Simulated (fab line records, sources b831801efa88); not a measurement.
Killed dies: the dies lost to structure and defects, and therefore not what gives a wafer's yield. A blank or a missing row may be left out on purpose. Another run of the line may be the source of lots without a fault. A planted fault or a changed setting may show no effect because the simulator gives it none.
fab line records	flow sky130
record lots=24	wafers=72	last_day=50
route steps=708 shown NWELL@76 VT_ADJUST_LVTN@107 VT_ADJUST_PCH@150 GATE_OXIDE@197 VIA4@660
lots that met no fault: taken from a fault-free run of the same line
start_h: hours from the record's first day to the start of the lot's first wafer shown	wait_h: hours since the lot's step before	" as in the row above	L1.1+2: a single row standing in for several wafers	- no value, or no start was given	* or withheld: withheld	< > ~ a bound
route shown NAME@n: names a module that has steps shown in the file, with the first one's number in the route	usual: mean/standard deviation of fault-free wafers	same: alike in all rows	chamber/n: place in a boat	sites: per-site readings	_std_site: the standard deviation of these	_edge_site: outer sites' mean less inner sites'	radius_mm: how far each site lies from the wafer's centre	mask NAME#n: copy n	behind: tool/chamber where the wafer was last shaped	hold: what put the lot on hold/how long, in hours/how the hold closed	device: names the non-switching transistor (n, p or np)	end of line: tests run on the same wafers once the route is complete	for a step that has no rows: nothing shown but its recipe	killed: count of dies lost to structure and defects at first sort (not the wafer's yield)	map: dies across one wafer; x = killed, . = not, _ = none there
set.NAME: the setting that was run; set.NAME@STEP: the one run at that earlier step	model.NAME: the simulator's own value behind a step, which no gauge read
the route's steps for a sample of lots (tables are steps, rows are wafers)
services: a tool's chamber out of use, with start hour (start_h, from the record's first day; less than 0 if before it), hours out, and reason
## steps
# step SKY_NWELL_OVL_MEAS_23
# usual NWELL_01_OVL=0.3/1.7
lot.wafer	tool	chamber	start_h	wait_h	NWELL_01_OVL[nm]
L074.2	overlay-02	-	109.23	-	-0.3
L074.3	"	-	"	"	-2.0
L074.6	"	-	"	"	-2.6
L075.3	overlay-01	-	115.53	-	3.3
L075.4	"	-	"	"	2.7
L075.5	"	-	"	"	2.8
L076.1	overlay-01	-	117.67	-	1.4
L076.3	"	-	"	"	0.4
L076.4	"	-	"	"	0.6
L077.1	overlay-02	-	121.61	-	-0.8
L077.2	"	-	"	"	-1.4
L077.6	"	-	"	"	0.9
L078.1	overlay-01	-	132.01	-	0.2
L078.3	"	-	"	"	-0.9
L078.4	"	-	"	"	-1.8
L079.2	overlay-01	-	136.38	-	0.2
L079.4	"	-	"	"	0.9
L079.6	"	-	"	"	3.6
L080.4	overlay-02	-	140.19	-	-0.1
L080.5	"	-	"	"	0.4
L080.6	"	-	"	"	-0.8
L081.2	overlay-02	-	144.58	-	2.5
L081.3	"	-	"	"	1.2
L081.6	"	-	"	"	2.6
L082.1	overlay-01	-	148.57	-	-3.5
L082.3	"	-	"	"	-1.3
L082.5	"	-	"	"	-0.1
L083.1	overlay-01	-	157.52	-	-2.5
L083.2	"	-	"	"	-3.3
L083.3	"	-	"	"	-2.6
L084.1	overlay-02	-	163.37	-	0.7
L084.2	"	-	"	"	1.5
L084.4	"	-	"	"	1.1
L085.2	overlay-01	-	170.12	-	-1.1
L085.5	"	-	"	"	-2.3
L085.6	"	-	"	"	-2.0
L086.2	overlay-01	-	175.73	-	0.3
L086.3	"	-	"	"	-0.1
L086.6	"	-	"	"	1.3
L087.2	overlay-01	-	183.57	-	0.6
L087.4	"	-	"	"	1.3
L087.5	"	-	"	"	0.4
L088.4	overlay-02	-	189.19	-	1.4
L088.5	"	-	"	"	1.3
L088.6	"	-	"	"	0.6
L089.2	overlay-02	-	192.78	-	0.3
L089.3	"	-	"	"	1.0
L089.6	"	-	"	"	1.0
L090.1	overlay-01	-	200.77	-	-0.9
L090.2	"	-	"	"	0.6
L090.4	"	-	"	"	-0.7
L091.2	overlay-01	-	205.37	-	3.5
L091.4	"	-	"	"	3.7
L091.5	"	-	"	"	3.1
L092.1	overlay-01	-	213.46	-	2.9
L092.4	"	-	"	"	2.8
L092.6	"	-	"	"	1.9
L093.1	overlay-02	-	216.97	-	-3.4
L093.5	"	-	"	"	-3.0
L093.6	"	-	"	"	-3.1
L094.1	overlay-02	-	225.92	-	-0.2
L094.2	"	-	"	"	1.6
L094.6	"	-	"	"	0.8
L095.2	overlay-02	-	230.88	-	-0.1
L095.3	"	-	"	"	1.9
L095.5	"	-	"	"	0.8
L096.2	overlay-02	-	233.28	-	0.5
L096.3	"	-	"	"	1.3
L096.4	"	-	"	"	0.2
L097.2	overlay-02	-	239.13	-	1.6
L097.3	"	-	"	"	0.3
L097.4	"	-	"	"	-0.3
# step SKY_VT_ADJUST_LVTN_TW_MEAS_10
# usual VT_ADJUST_LVTN_TW=237.6/1.5
lot.wafer	tool	chamber	start_h	wait_h	VT_ADJUST_LVTN_TW
L074.2	film_metro-04	-	147.92	0.1	239.1
L074.3	"	-	"	"	241.1
L074.6	"	-	"	"	240.6
L075.3	film_metro-04	-	154.93	0.1	240.9
L075.4	"	-	"	"	240.1
L075.5	"	-	"	"	241.3
L076.1	film_metro-04	-	156.86	0.1	239.7
L076.3	"	-	"	"	240.4
L076.4	"	-	"	"	240.1
L077.1	film_metro-04	-	160.75	0.1	239.6
L077.2	"	-	"	"	239.5
L077.6	"	-	"	"	239.2
L078.1	film_metro-01	-	172.51	0.1	238.0
L078.3	"	-	"	"	236.5
L078.4	"	-	"	"	236.3
L079.2	film_metro-03	-	177.48	0.1	237.0
L079.4	"	-	"	"	236.8
L079.6	"	-	"	"	237.1
L080.4	film_metro-03	-	181.59	0.1	237.5
L080.5	"	-	"	"	238.6
L080.6	"	-	"	"	237.4
L081.2	film_metro-01	-	185.76	0.1	238.0
L081.3	"	-	"	"	237.3
L081.6	"	-	"	"	237.3
L082.1	film_metro-03	-	190.51	0.1	236.0
L082.3	"	-	"	"	236.2
L082.5	"	-	"	"	237.1
L083.1	film_metro-01	-	199.90	0.1	237.2
L083.2	"	-	"	"	235.4
L083.3	"	-	"	"	237.6
L084.1	film_metro-01	-	206.60	0.1	235.1
L084.2	"	-	"	"	236.9
L084.4	"	-	"	"	236.8
L085.2	film_metro-03	-	213.40	0.1	238.4
L085.5	"	-	"	"	237.4
L085.6	"	-	"	"	238.0
L086.2	film_metro-03	-	219.41	0.1	237.5
L086.3	"	-	"	"	239.0
L086.6	"	-	"	"	236.6
L087.2	film_metro-01	-	228.52	0.1	237.7
L087.4	"	-	"	"	237.0
L087.5	"	-	"	"	237.4
L088.4	film_metro-03	-	233.52	0.1	236.9
L088.5	"	-	"	"	237.2
L088.6	"	-	"	"	238.9
L089.2	film_metro-01	-	237.72	0.1	238.8
L089.3	"	-	"	"	236.5
L089.6	"	-	"	"	236.2
L090.1	film_metro-03	-	245.80	0.1	237.4
L090.2	"	-	"	"	237.2
L090.4	"	-	"	"	236.5
L091.2	film_metro-03	-	250.95	0.1	236.2
L091.4	"	-	"	"	236.7
L091.5	"	-	"	"	236.6
L092.1	film_metro-03	-	261.25	0.1	236.7
L092.4	"	-	"	"	237.1
L092.6	"	-	"	"	237.2
L093.1	film_metro-01	-	263.59	0.1	236.8
L093.5	"	-	"	"	238.1
L093.6	"	-	"	"	236.8
L094.1	film_metro-03	-	274.29	0.1	236.6
L094.2	"	-	"	"	236.8
L094.6	"	-	"	"	236.2
L095.2	film_metro-03	-	279.20	0.1	236.3
L095.3	"	-	"	"	236.1
L095.5	"	-	"	"	234.7
L096.2	film_metro-01	-	282.76	0.1	237.6
L096.3	"	-	"	"	238.2
L096.4	"	-	"	"	238.0
L097.2	film_metro-01	-	288.67	0.1	238.2
L097.3	"	-	"	"	237.3
L097.4	"	-	"	"	236.2
# step SKY_VT_ADJUST_PCH_OVL_MEAS_07
# usual VT_ADJUST_PCH_OVL=-1.5/1.4
lot.wafer	tool	chamber	start_h	wait_h	VT_ADJUST_PCH_OVL[nm]
L074.2	overlay-02	-	232.23	-	-0.1
L074.3	"	-	"	"	1.0
L074.6	"	-	"	"	-1.0
L075.3	overlay-02	-	240.61	-	-1.6
L075.4	"	-	"	"	-3.5
L075.5	"	-	"	"	-2.4
L076.1	overlay-02	-	242.42	-	-2.4
L076.3	"	-	"	"	-2.5
L076.4	"	-	"	"	-2.7
L077.1	overlay-02	-	248.37	-	-1.6
L077.2	"	-	"	"	-4.0
L077.6	"	-	"	"	-3.8
L078.1	overlay-02	-	260.47	-	-2.4
L078.3	"	-	"	"	-0.8
L078.4	"	-	"	"	-1.9
L079.2	overlay-02	-	268.11	-	-2.3
L079.4	"	-	"	"	-3.7
L079.6	"	-	"	"	-2.0
L080.4	overlay-02	-	272.34	-	-2.9
L080.5	"	-	"	"	-2.5
L080.6	"	-	"	"	-2.3
L081.2	overlay-02	-	277.73	-	-0.4
L081.3	"	-	"	"	-1.5
L081.6	"	-	"	"	-0.4
L082.1	overlay-02	-	283.10	-	-0.6
L082.3	"	-	"	"	0.3
L082.5	"	-	"	"	0.4
L083.1	overlay-02	-	293.97	-	-2.1
L083.2	"	-	"	"	-3.0
L083.3	"	-	"	"	-0.5
L084.1	overlay-02	-	302.12	-	-1.8
L084.2	"	-	"	"	-3.2
L084.4	"	-	"	"	-2.8
L085.2	overlay-02	-	309.08	-	-2.8
L085.5	"	-	"	"	-2.5
L085.6	"	-	"	"	-2.0
L086.2	overlay-02	-	316.73	-	-3.4
L086.3	"	-	"	"	-3.1
L086.6	"	-	"	"	-2.5
L087.2	overlay-01	-	326.98	-	-2.5
L087.4	"	-	"	"	-5.0
L087.5	"	-	"	"	-3.8
L088.4	overlay-01	-	333.69	-	-3.1
L088.5	"	-	"	"	-0.3
L088.6	"	-	"	"	-0.3
L089.2	overlay-01	-	339.31	-	-0.1
L089.3	"	-	"	"	0.1
L089.6	"	-	"	"	0.8
L090.1	overlay-01	-	346.87	-	-3.3
L090.2	"	-	"	"	-2.2
L090.4	"	-	"	"	-1.2
L091.2	overlay-02	-	353.48	-	0.2
L091.4	"	-	"	"	-0.2
L091.5	"	-	"	"	-0.5
L092.1	overlay-01	-	365.72	-	-0.3
L092.4	"	-	"	"	-0.5
L092.6	"	-	"	"	-1.2
L093.1	overlay-01	-	370.37	-	-1.0
L093.5	"	-	"	"	-1.9
L093.6	"	-	"	"	-1.7
L094.1	overlay-01	-	379.05	-	2.0
L094.2	"	-	"	"	1.3
L094.6	"	-	"	"	0.2
L095.2	overlay-02	-	386.73	-	-1.3
L095.3	"	-	"	"	-0.3
L095.5	"	-	"	"	-2.3
L096.2	overlay-02	-	390.63	-	-1.6
L096.3	"	-	"	"	-1.7
L096.4	"	-	"	"	-1.2
L097.2	overlay-02	-	396.58	-	0.5
L097.3	"	-	"	"	-0.9
L097.4	"	-	"	"	0.1
# step SKY_GATE_OXIDE_OVL_MEAS_10
# usual GATE_OXIDE_OVL=-0.1/1.1
lot.wafer	tool	chamber	start_h	wait_h	GATE_OXIDE_OVL[nm]
L074.2	overlay-02	-	314.43	0.1	-2.7
L074.3	"	-	"	"	-0.8
L074.6	"	-	"	"	-1.0
L075.3	overlay-02	-	324.93	0.1	0.0
L075.4	"	-	"	"	1.6
L075.5	"	-	"	"	0.2
L076.1	overlay-01	-	326.36	0.1	-1.6
L076.3	"	-	"	"	1.2
L076.4	"	-	"	"	0.5
L077.1	overlay-01	-	330.67	0.1	0.2
L077.2	"	-	"	"	2.8
L077.6	"	-	"	"	-0.7
L078.1	overlay-02	-	346.52	0.1	-1.4
L078.3	"	-	"	"	-1.9
L078.4	"	-	"	"	-1.3
L079.2	overlay-01	-	351.78	0.1	0.5
L079.4	"	-	"	"	0.8
L079.6	"	-	"	"	0.4
L080.4	overlay-02	-	358.29	0.1	-1.1
L080.5	"	-	"	"	0.3
L080.6	"	-	"	"	-2.0
L081.2	overlay-02	-	367.78	0.1	-0.5
L081.3	"	-	"	"	-1.4
L081.6	"	-	"	"	-2.3
L082.1	overlay-01	-	373.07	0.1	-2.4
L082.3	"	-	"	"	-2.5
L082.5	"	-	"	"	-2.0
L083.1	overlay-01	-	386.07	0.1	3.3
L083.2	"	-	"	"	2.0
L083.3	"	-	"	"	1.8
L084.1	overlay-01	-	393.57	0.1	0.8
L084.2	"	-	"	"	0.1
L084.4	"	-	"	"	0.6
L085.2	overlay-01	-	403.53	0.1	1.6
L085.5	"	-	"	"	0.8
L085.6	"	-	"	"	1.1
L086.2	overlay-01	-	409.42	0.1	-1.0
L086.3	"	-	"	"	-0.6
L086.6	"	-	"	"	-1.0
L087.2	overlay-01	-	419.02	0.1	0.5
L087.4	"	-	"	"	0.6
L087.5	"	-	"	"	0.6
L088.4	overlay-01	-	427.79	0.1	-0.3
L088.5	"	-	"	"	0.4
L088.6	"	-	"	"	0.0
L089.2	overlay-02	-	433.83	0.1	-0.8
L089.3	"	-	"	"	-0.5
L089.6	"	-	"	"	-0.5
L090.1	overlay-02	-	444.57	0.1	-0.2
L090.2	"	-	"	"	-1.4
L090.4	"	-	"	"	0.1
L091.2	overlay-01	-	454.72	0.1	0.2
L091.4	"	-	"	"	-1.1
L091.5	"	-	"	"	1.2
L092.1	overlay-02	-	465.46	0.1	0.0
L092.4	"	-	"	"	1.3
L092.6	"	-	"	"	1.6
L093.1	overlay-02	-	468.57	0.1	0.1
L093.5	"	-	"	"	0.6
L093.6	"	-	"	"	0.1
L094.1	overlay-02	-	477.16	0.1	0.0
L094.2	"	-	"	"	0.4
L094.6	"	-	"	"	1.7
L095.2	overlay-01	-	489.72	0.1	-0.5
L095.3	"	-	"	"	-0.8
L095.5	"	-	"	"	-1.6
L096.2	overlay-01	-	492.18	0.1	0.9
L096.3	"	-	"	"	-0.8
L096.4	"	-	"	"	1.3
L097.2	overlay-01	-	497.32	0.1	-1.2
L097.3	"	-	"	"	-0.3
L097.4	"	-	"	"	0.1
# step SKY_GATE_OXIDE_TW_MEAS_14
# usual GATE_OXIDE_TW=223.1/2
lot.wafer	tool	chamber	start_h	wait_h	GATE_OXIDE_TW
L074.2	film_metro-04	-	314.83	0.1	222.6
L074.3	"	-	"	"	221.7
L074.6	"	-	"	"	222.1
L075.3	film_metro-04	-	325.56	0.1	222.1
L075.4	"	-	"	"	222.7
L075.5	"	-	"	"	222.0
L076.1	film_metro-02	-	326.90	0.1	224.1
L076.3	"	-	"	"	224.0
L076.4	"	-	"	"	223.4
L077.1	film_metro-01	-	331.07	0.1	219.1
L077.2	"	-	"	"	219.3
L077.6	"	-	"	"	219.7
L078.1	film_metro-04	-	346.91	0.1	224.5
L078.3	"	-	"	"	225.1
L078.4	"	-	"	"	224.3
L079.2	film_metro-02	-	352.27	0.1	225.7
L079.4	"	-	"	"	225.7
L079.6	"	-	"	"	226.5
L080.4	film_metro-02	-	358.69	0.1	225.5
L080.5	"	-	"	"	225.2
L080.6	"	-	"	"	224.5
L081.2	film_metro-04	-	368.17	0.1	222.1
L081.3	"	-	"	"	222.1
L081.6	"	-	"	"	222.2
L082.1	film_metro-04	-	373.46	0.1	222.7
L082.3	"	-	"	"	221.8
L082.5	"	-	"	"	222.8
L083.1	film_metro-02	-	386.46	0.1	225.6
L083.2	"	-	"	"	224.6
L083.3	"	-	"	"	224.0
L084.1	film_metro-02	-	393.96	0.1	224.9
L084.2	"	-	"	"	224.6
L084.4	"	-	"	"	225.3
L085.2	film_metro-04	-	403.92	0.1	222.8
L085.5	"	-	"	"	222.8
L085.6	"	-	"	"	221.5
L086.2	film_metro-01	-	409.82	0.1	221.9
L086.3	"	-	"	"	219.3
L086.6	"	-	"	"	220.4
L087.2	film_metro-02	-	419.42	0.1	225.5
L087.4	"	-	"	"	224.8
L087.5	"	-	"	"	225.3
L088.4	film_metro-04	-	428.34	0.1	223.3
L088.5	"	-	"	"	223.1
L088.6	"	-	"	"	223.0
L089.2	film_metro-02	-	434.22	0.1	226.4
L089.3	"	-	"	"	225.2
L089.6	"	-	"	"	227.2
L090.1	film_metro-02	-	444.97	0.1	225.1
L090.2	"	-	"	"	225.4
L090.4	"	-	"	"	225.0
L091.2	film_metro-04	-	455.11	0.1	220.9
L091.4	"	-	"	"	221.3
L091.5	"	-	"	"	221.2
L092.1	film_metro-01	-	465.85	0.1	218.6
L092.4	"	-	"	"	218.9
L092.6	"	-	"	"	219.7
L093.1	film_metro-04	-	468.96	0.1	224.4
L093.5	"	-	"	"	223.0
L093.6	"	-	"	"	222.9
L094.1	film_metro-04	-	477.55	0.1	223.7
L094.2	"	-	"	"	223.5
L094.6	"	-	"	"	223.6
L095.2	film_metro-04	-	490.12	0.1	223.1
L095.3	"	-	"	"	223.8
L095.5	"	-	"	"	222.5
L096.2	film_metro-01	-	492.58	0.1	220.8
L096.3	"	-	"	"	221.0
L096.4	"	-	"	"	221.2
L097.2	film_metro-01	-	497.71	0.1	221.8
L097.3	"	-	"	"	221.5
L097.4	"	-	"	"	221.0
# step SKY_VIA4_CMP_21
# recipe stop_on=SiO2	t_overpolish_s=25	down_force_psi=3.5	platen_rpm=60	target_thk_nm=0	pad_velocity_m_s=0.94248
# usual head_pressure_psi=3.500/0.0078	motor_current_A=11.3/1.2	overpolish_run_s=25.001/0.0083	time_to_endpoint_s=123/3.5
# same t_overpolish_s=25
lot.wafer	tool	chamber	start_h	wait_h	head_pressure_psi	motor_current_A	overpolish_run_s	time_to_endpoint_s
L074.2	cmp-02	2	1011.06	0.0	3.499	11.2	25.019	120
L074.3	"	1	"	"	3.506	13.7	24.997	118
L074.6	"	2	"	"	3.508	11.6	24.985	122
L075.4	cmp-02	3	1019.61	0.1	3.491	11.2	25.012	124
L075.3	"	0	"	"	3.503	12.8	24.994	126
L075.5	"	2	"	"	3.488	10.7	25.010	121
L076.3	cmp-02	3	1020.36	0.0	3.497	10.6	25.002	121
L076.1	"	0	"	"	3.501	12.1	24.994	121
L076.4	"	2	"	"	3.499	11.4	25.006	121
L077.1	cmp-02	3	1027.38	0.3	3.506	10.5	24.999	123
L077.2	"	0	"	"	3.501	12.1	25.001	123
L077.6	"	2	"	"	3.500	11.1	25.013	118
L078.1	cmp-01	3	1035.23	0.1	3.498	11.7	25.000	125
L078.4	"	0	"	"	3.494	10.4	24.998	120
L078.3	"	1	"	"	3.502	11.5	25.019	125
L079.2	cmp-02	3	1040.82	0.1	3.491	10.4	25.002	122
L079.4	"	0	"	"	3.502	12.2	25.019	124
L079.6	"	2	"	"	3.484	10.7	24.986	119
L080.4	cmp-01	1	1045.55	0.0	3.498	11.3	24.988	126
L080.5	"	1	"	"	3.493	10.8	25.010	130
L080.6	"	2	"	"	3.506	9.5	25.000	131
L081.2	cmp-01	2	1053.67	0.1	3.501	9.4	24.998	125
L081.3	"	3	"	"	3.501	12.5	25.014	118
L081.6	"	2	"	"	3.500	9.8	24.997	120
L082.3	cmp-01	3	1057.70	0.0	3.493	12.6	24.998	117
L082.1	"	2	"	"	3.507	9.4	24.993	119
L082.5	"	0	"	"	3.510	10.8	25.006	118
L083.3	cmp-02	3	1065.86	0.0	3.504	11.3	24.990	123
L083.2	"	1	"	"	3.494	13.7	25.010	124
L083.1	"	2	"	"	3.515	10.8	25.013	121
L084.1	cmp-02	2	1072.34	0.1	3.495	11.2	24.991	118
L084.4	"	3	"	"	3.495	10.5	25.005	123
L084.2	"	0	"	"	3.506	11.6	24.992	120
L086.3	cmp-01	2	1085.40	0.5	3.489	9.2	25.000	129
L086.2	"	3	"	"	3.497	12.3	24.992	123
L086.6	"	1	"	"	3.499	10.6	25.010	127
L085.2	cmp-01	1	1085.95	0.7	3.506	11.6	25.004	126
L085.5	"	0	"	"	3.491	10.9	25.008	119
L085.6	"	1	"	"	3.507	11.3	25.003	130
L087.4	cmp-01	3	1090.12	0.1	3.499	12.0	25.007	123
L087.2	"	0	"	"	3.507	10.3	25.010	119
L087.5	"	2	"	"	3.496	9.7	24.995	129
L088.4	cmp-02	0	1096.52	0.2	3.513	13.1	24.994	124
L088.6	"	1	"	"	3.497	13.3	25.014	125
L088.5	"	2	"	"	3.508	11.6	24.999	123
L089.3	cmp-01	3	1101.95	0.7	3.504	11.5	24.995	115
L089.2	"	0	"	"	3.506	11.1	25.001	117
L089.6	"	2	"	"	3.507	9.4	25.005	118
L090.4	cmp-01	2	1106.38	0.0	3.494	9.5	24.997	123
L090.1	"	3	"	"	3.488	12.1	24.991	121
L090.2	"	0	"	"	3.497	10.5	24.999	115
L091.2	cmp-02	3	1114.51	0.2	3.506	11.3	25.008	126
L091.4	"	1	"	"	3.497	13.2	25.000	126
L091.5	"	2	"	"	3.489	10.8	24.998	124
L092.4	cmp-02	0	1120.35	0.0	3.507	12.1	25.005	124
L092.1	"	2	"	"	3.489	11.0	24.997	127
L092.6	"	1	"	"	3.508	13.9	24.997	130
L093.1	cmp-02	3	1123.16	0.2	3.498	10.6	24.999	126
L093.6	"	2	"	"	3.504	11.4	25.017	128
L093.5	"	3	"	"	3.500	10.6	24.996	130
L094.2	cmp-01	2	1131.56	0.1	3.496	9.4	24.989	123
L094.1	"	3	"	"	3.516	11.7	24.993	122
L094.6	"	1	"	"	3.500	10.6	24.999	126
L095.3	cmp-02	3	1136.82	0.1	3.491	11.1	25.009	124
L095.2	"	0	"	"	3.493	13.2	24.998	128
L095.5	"	3	"	"	3.511	10.8	24.991	127
L096.4	cmp-01	0	1136.90	0.1	3.508	10.6	24.991	120
L096.2	"	1	"	"	3.495	10.6	25.011	126
L096.3	"	2	"	"	3.495	9.8	24.988	126
L097.4	cmp-01	0	1142.85	0.0	3.506	10.9	25.010	122
L097.2	"	2	"	"	3.513	9.6	24.999	122
L097.3	"	3	"	"	3.496	11.9	25.003	120
## services
tool	chamber	start_h	hours	kind
cmp-01	-	1039.91	1.2	repair
cmp-02	-	1064.51	0.4	repair
cmp-02	-	1080.51	2.8	repair
cmp-02	-	1084.03	4.0	pm
cmp-02	-	1088.03	-	consumable_replace:conditioner
cmp-02	-	1088.03	-	consumable_replace:pad
cmp-02	-	1100.02	14.4	pm
## key
fault none
